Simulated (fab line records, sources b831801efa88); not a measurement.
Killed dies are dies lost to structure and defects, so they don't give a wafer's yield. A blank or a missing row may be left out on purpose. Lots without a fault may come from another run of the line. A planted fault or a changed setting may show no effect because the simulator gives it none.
Chamber matching | flow gf180mcu | GF_V4_CVD_02 on pecvd-02: 3 sister chambers
The step deposits SiO2 from TEOS, target thk 850 nm, time 94.851 s. 14 wafers are shown with their chamber, then 6 later ones without.

WAFERS WITH THEIR CHAMBER
wafer  | chamber | heater_power_w (W) | rf_fwd_power_W (W)
L736.3 | 1       | 1027               | 600.7
L736.4 | 0       | 755                | 599.0
L736.5 | 1       | 858                | 600.7
L737.3 | 0       | 721                | 596.9
L737.5 | 1       | 1037               | 597.1
L737.6 | 2       | 626                | 596.5
L740.1 | 0       | 744                | 595.3
L740.3 | 2       | 544                | 594.9
L740.6 | 1       | 1020               | 594.0
L741.2 | 1       | 979                | 594.1
L741.4 | 2       | 605                | 594.1
L741.5 | 0       | 628                | 595.0
L742.3 | 1       | 886                | 596.7
L742.4 | 2       | 595                | 597.1

SIGNATURES (means of the wafers above)
reading        | chamber 0 | chamber 1 | chamber 2 | scatter within a chamber
heater_power_w | 712.00    | 967.83    | 592.50    | 62.9
rf_fwd_power_W | 596.550   | 597.217   | 595.650   | 2.34
Rule: a wafer's distance from a chamber is the root of the sum, over the readings, of the square of ((its reading less the chamber's mean) divided by the reading's scatter). The wafer belongs to the nearest chamber; if the next one is less than 2 further off, it can't be placed. The scatter: the root of (the sum of the squares of (reading less its chamber's mean) over the shown wafers, divided by (wafers less chambers)).

WAFERS WITHOUT THEIR CHAMBER
wafer  | heater_power_w (W) | rf_fwd_power_W (W)
L742.5 | 724                | 595.4
L744.3 | 637                | 598.2
L744.4 | 1023               | 597.2
L744.5 | 695                | 597.3
L750.4 | 486                | 595.5
L750.6 | 733                | 595.6

WHICH CHAMBER EACH WENT THROUGH
wafer  | from the rows above     | in truth
L742.5 | can't be placed: 0 or 2 | 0
L744.3 | can't be placed: 2 or 0 | 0
L744.4 | 1                       | 1
L744.5 | can't be placed: 0 or 2 | 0
L750.4 | can't be placed: 2 or 0 | 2
L750.6 | can't be placed: 0 or 2 | 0
Placed correctly: 1 of 6. Can't be placed from these rows: 5 (the true chamber is among the candidates in 5). Placed wrongly: 0.
